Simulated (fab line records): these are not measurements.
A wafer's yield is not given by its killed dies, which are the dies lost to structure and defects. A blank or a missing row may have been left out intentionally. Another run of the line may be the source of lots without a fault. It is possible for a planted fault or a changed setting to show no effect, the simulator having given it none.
2 desks, one fault    flow sky130    numbers are kept per desk, each desk with only its own; the story behind them comes last

## THE METROLOGY DESK
What the gauges read for every lot (on any tool): the sampled wafers with a number, averaged. The brackets show how far a lot's mean lies from the usual mean; more than 4 standard deviations puts the lot out of limits, marked OUT.
Columns: A = CONTACT_OVL at SKY_CONTACT_OVL_MEAS_15, usual -2 nm
lot   first seen here  A
L553  day 32 12:13     -2
L555  day 32 16:15     -2
L554  day 32 18:04     -4
L557  day 32 23:30     -2
L556  day 33 03:37     4
L558  day 34 06:43     -6
L560  day 34 12:52     -3
L559  day 34 13:13     -2
L561  day 34 22:37     3
L562  day 35 10:49     -3
L568  day 36 17:33     -1
L567  day 36 22:44     -11
L569  day 37 05:29     -0
L572  day 37 23:59     -3
This desk found nothing out of limits on any of the 14 lots.

## FOR THE TOOL OWNER'S DESK: cmp-01
The tool's own readings at SKY_CONTACT_CMP_27 (polishes, stops on SiO2, t overpolish 15 s, target thk 0 nm): means of the sampled wafers that have a number, for each lot that ran on this tool. The brackets show how far a lot's mean lies from the usual mean; more than 4 standard deviations puts the lot out of limits, marked OUT.
Columns: A = motor current A at SKY_CONTACT_CMP_27, usual 11.6 A; B = overpolish run s at SKY_CONTACT_CMP_27, usual 15.000 s; C = slurry flow ml min at SKY_CONTACT_CMP_27, usual 150.0; D = time to endpoint s at SKY_CONTACT_CMP_27, usual 82 s
lot   first seen here  A     B                        C      D
L553  day 32 13:30     12.2  15.009                   150.0  84
L557  day 33 00:42     11.8  14.995                   150.2  85
L556  day 33 04:51     12.2  15.006                   149.8  84
L558  day 34 07:52     11.9  15.001                   149.7  78
L560  day 34 14:04     10.0  15.000                   150.0  81
L561  day 34 23:51     11.8  14.995                   150.4  82
L568  day 36 18:49     10.8  7.510 (-99 or more) OUT  149.8  110 (+5.6) OUT
L567  day 36 23:56     10.1  7.515 (-99 or more) OUT  149.9  106 (+4.7) OUT
L569  day 37 06:47     13.4  7.511 (-99 or more) OUT  149.8  106 (+4.6) OUT
This desk's finding: out of limits on L567, L568, L569; first on L568, day 36 18:49 (overpolish run s at SKY_CONTACT_CMP_27). Within limits: L553, L557, L556, L558, L560, L561.

## ALL TOGETHER
The tool owner's desk could have raised an alarm at day 36 18:49, on L567, L568, L569.
From the metrology desk's view, nothing was out of limits.
The metrology desk has L567, L568, L569 on record, within its limits.
The lots listed all ran SKY_CONTACT_CMP_27 on cmp-01.

## WHAT WAS PUT IN BY THE SIMULATOR
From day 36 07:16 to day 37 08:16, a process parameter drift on cmp-01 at SKY_CONTACT_CMP_27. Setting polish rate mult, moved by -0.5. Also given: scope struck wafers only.
Shown lots that were struck: L567, L568, L569.
Each desk's first reading out of limits, in hours after the fault started: the tool owner's desk, 12.
